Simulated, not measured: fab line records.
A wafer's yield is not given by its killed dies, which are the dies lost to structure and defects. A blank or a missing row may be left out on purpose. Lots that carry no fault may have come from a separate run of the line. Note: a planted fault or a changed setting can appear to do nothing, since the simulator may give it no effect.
Struck lot and sound lot, side by side :: flow sky130 :: 19 out of 708 route steps
Sound: the wafers L254.1, L254.2, L254.6. Wafers L270.2, L270.4, L270.5 were the ones struck. The cause is given at the end.
Each step with rows lists, per side, the tool, then ch with its chambers, then its first start. Under that, the readings that differ: sound wafers :: struck wafers :: difference of the means :: sigmas: that difference in standard deviations of wafers without a fault.
alike: words and numbers the same on both sides, and readings whose means are apart by under 2 such deviations; not compared: readings that were withheld, readings missing a value for some wafer, numbers with overlapping values and no deviation given by the record, and bounds like >300 which may hide the same value.
Wherever a step has rows on one side only, a row that says differs or no value, or a row with sigmas, the two part there. Numbers that have no deviation but don't overlap get no sigmas and don't part them. A reading missing from all wafers of one side parts the sides only when that side holds two or more wafers.

first, 4 steps without rows for these wafers: SKY_METAL3_STRIP_20 (strips in post etch residue remover, time 1200 s); SKY_METAL3_CLEAN_21 (cleans in IPA, time 180 s); SKY_METAL3_CLEAN_22 (cleans in O3/DIW); SKY_VIA3_HDPCVD_00 (deposits SiO2, target thk 1635 nm, time 272.5 s).
SKY_VIA3_THK_MEAS_01:
  sound on filmMetro-03 at day 40 19:05; struck on filmMetro-04 at day 44 20:20
  alike: VIA3_HDPCVD_THK
SKY_VIA3_CMP_02: polishes SiO2.
  sound on cmp-01 ch 0,2, day 40 19:11; struck on cmp-02 ch 1,2, day 44 20:23
  alike: headPressurePsi, motorCurrentA
SKY_VIA3_BOW_MEAS_03:
  sound on filmMetro-02 at day 40 19:26; struck on filmMetro-04 at day 44 20:43
  alike: VIA3_BOW
then, 5 steps without rows for these wafers: SKY_VIA3_DEHYDRATE_04 (time 60 s); SKY_VIA3_HMDS_05 (prime time 60 s); SKY_VIA3_COAT_06 (resist thk 60 nm); SKY_VIA3_COAT_07 (resist thk 450 nm); SKY_VIA3_SOFTBAKE_08 (time 90 s).
SKY_VIA3_EXPOSE_09: exposes mask VIM3, target cd 200 nm.
  sound on krfScanner-01 ch 0, day 41 07:42; struck on krfScanner-01 ch 0, day 45 07:44
reading: model.VIA3.overlayXNm (nm)
sound: -14.32 -14.32 -14.32
struck: 89.99 89.99 89.99
difference: +104.31
sigmas: 
  alike: mask, focusOffsetNm
then, 2 steps without rows for these wafers: SKY_VIA3_PEB_10; SKY_VIA3_DEVELOP_11 (develop time 60 s).
SKY_VIA3_CD_MEAS_12: the cd target is 200 nm.
  sound on cdSem-01 at day 41 20:09; struck on cdSem-02 at day 45 18:34
  alike: cdNm
SKY_VIA3_OVL_MEAS_13:
  sound on overlay-01 at day 41 20:16; struck on overlay-01 at day 45 18:40
reading: VIA3_OVL (nm)
sound: -10 -11 -12
struck: 84 88 79
difference: +95
sigmas: +16
SKY_VIA3_ETCH_14: etches BARC in N2/H2, stops on SiO2, time 45.9 s, target depth 60 nm.
  sound on rieDiel-01 ch 1,2, day 41 20:19; struck on rieDiel-01 ch 0,1, day 45 18:42
  alike: biasW, chamberPressureMTorr, drypumpMotorCurrentA, oesProductAu, throttleValvePct
  not compared: rfHoursCounterH
-- the record jumps here: 5 days lie between the struck wafers' starts before and after (it left off in module VIA3 and takes up again in module PAD_OPEN, whose first step shown is number 708 of the route) --
SKY_PAD_OPEN_PROBE_99:
  sound on prober-02 at day 47 14:35; struck on prober-02 at day 50 19:18
reading: model.etest.via3Chain.rcOhm
sound: 8.564 9.335 9.243
struck: 11.07 10.56 11.64
difference: +2.04
sigmas: 
  alike: defectLimitedYield, killed_at_M0_to_M3, killed_at_M4_up, killedAtContacts, killedAtFrontEnd, killedAtOther, killedDies, killedOpen, killedShort, sort_bin_3_pad_short, sort_bin_5_function, sort_bin_6_memory, sortNPass, sortYieldPct

## WHERE THEY PART
Only at SKY_VIA3_OVL_MEAS_13, as far as this record shows. Later steps at which nothing parts them and some readings are alike: SKY_VIA3_ETCH_14, SKY_PAD_OPEN_PROBE_99.

WHY: the cause the simulator had injected
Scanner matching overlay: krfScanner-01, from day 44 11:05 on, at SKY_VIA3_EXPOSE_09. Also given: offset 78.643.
